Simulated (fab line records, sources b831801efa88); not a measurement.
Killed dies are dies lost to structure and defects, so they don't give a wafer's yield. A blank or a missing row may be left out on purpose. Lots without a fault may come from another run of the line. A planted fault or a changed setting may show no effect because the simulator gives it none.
A struck lot beside a sound one | flow gf180mcu | 17 steps out of a route of 602
Sound: wafers L480.1, L480.2, L480.6. Struck: wafers L489.5, L489.6. (L489.4 of the same lot was not struck and is left out.) The cause comes at the end.
At each step with rows: each side's tool, then ch and its chambers, then its first start. Under that, the readings that differ: sound wafers | struck wafers | difference of the means | sigmas: that difference in standard deviations of wafers without a fault.
alike: readings whose means differ by less than 2 such deviations, and words and numbers that are the same on both sides. not compared: withheld readings, readings that some wafer has no value for, bounds like >300 that may hide the same value, and numbers for which the record gives no deviation and whose values overlap.
The two part at a step that has a row with sigmas, a row that says differs or no value, or rows on one side only. Numbers that don't overlap but have no deviation are shown without sigmas and don't part them. A reading that every wafer of one side lacks parts them only if that side has two wafers or more.

first, 4 steps without rows for these wafers: GF_M2_SOFTBAKE_10 (time 60 s); GF_M2_EXPOSE_11 (exposes mask Metal2, target cd 280 nm); GF_M2_PEB_12 (peb time 90 s); GF_M2_DEVELOP_13 (develop time 60 s).
GF_M2_CD_MEAS_14: target cd 280 nm.
  sound on cd_sem-02, day 19 20:00; struck on cd_sem-02, day 23 04:04
  alike: cd_nm
GF_M2_OVL_MEAS_15:
  sound on overlay-02, day 19 20:07; struck on overlay-02, day 23 04:08
  alike: M2_OVL
GF_M2_METAL_ETCH_16: etches the open film in Cl2/BCl3, stops on SiO2, target depth 750.8 nm, time 125.1 s.
  sound on rie_metal-04 ch 0,1, day 19 20:10; struck on rie_metal-03 ch 0,1, day 23 04:12
  alike: drypump_motor_current_A, oes_product_au, rf_fwd_power_W, throttle_valve_pct
  not compared: rf_hours_counter_h
GF_M2_STRIP_17: strips in O2/N2.
  sound on plasma_asher-04 ch 0,1, day 19 20:17; struck on plasma_asher-01 ch 0,1, day 23 04:19
  reading               | sound             | struck      | difference | sigmas
  oes_product_au (a.u.) | 0.531 0.549 0.538 | 0.520 0.527 | -0.016     | -3
  alike: drypump_motor_current_A, heater_power_w, strip_time_to_endpoint_s
  not compared: rf_hours_counter_h
then, 3 steps without rows for these wafers: GF_M2_STRIP_18 (strips in post etch residue remover, time 1200 s); GF_M2_CLEAN_19 (cleans in DIW); GF_V2_CVD_00 (deposits SiO2, target thk 600 nm, time 100 s).
GF_V2_THK_MEAS_01:
  sound on film_metro-04, day 19 20:59; struck on film_metro-04, day 23 04:55
  alike: V2_CVD_00_THK
GF_V2_CVD_02: deposits SiO2 from TEOS, target thk 850 nm, time 94.851 s.
  sound on pecvd-04 ch 0,1,2, day 19 21:03; struck on pecvd-03 ch 0,2, day 23 04:59
  reading                             | sound             | struck      | difference | sigmas
  model.SiO2_of_V2_CVD_02.thk_nm (nm) | 856.9 835.3 845.3 | 781.7 771.3 | -69.3      |
  alike: heater_power_w, rf_fwd_power_W
GF_V2_THK_MEAS_03:
  sound on film_metro-02, day 19 21:07; struck on film_metro-04, day 23 05:03
  reading            | sound       | struck  | difference | sigmas
  V2_CVD_02_THK (nm) | 856 836 844 | 781 771 | -69        | -7
GF_V2_CMP_04: polishes SiO2.
  sound on cmp-01 ch 0,1,3, day 19 21:17; struck on cmp-01 ch 2,3, day 23 05:08
  reading                | sound    | struck | difference | sigmas
  time_to_endpoint_s (s) | 80 77 78 | 55 49  | -26        | -5
  alike: motor_current_A
GF_V2_BOW_MEAS_05:
  sound on film_metro-01, day 19 21:29; struck on film_metro-02, day 23 05:26
  alike: V2_BOW
-- the record jumps here: 9 days lie between the struck wafers' starts before and after (it left off in module V2 and takes up again in module PASSIVATION, whose first step shown is number 602 of the route) --
GF_PASSIVATION_PROBE_99:
  the record has rows for the struck wafers here (prober-02, day 32 05:00) and none for the sound ones

WHERE THEY PART
First at GF_M2_STRIP_17; last, within this record, at GF_PASSIVATION_PROBE_99.

WHY: what the simulator had put in
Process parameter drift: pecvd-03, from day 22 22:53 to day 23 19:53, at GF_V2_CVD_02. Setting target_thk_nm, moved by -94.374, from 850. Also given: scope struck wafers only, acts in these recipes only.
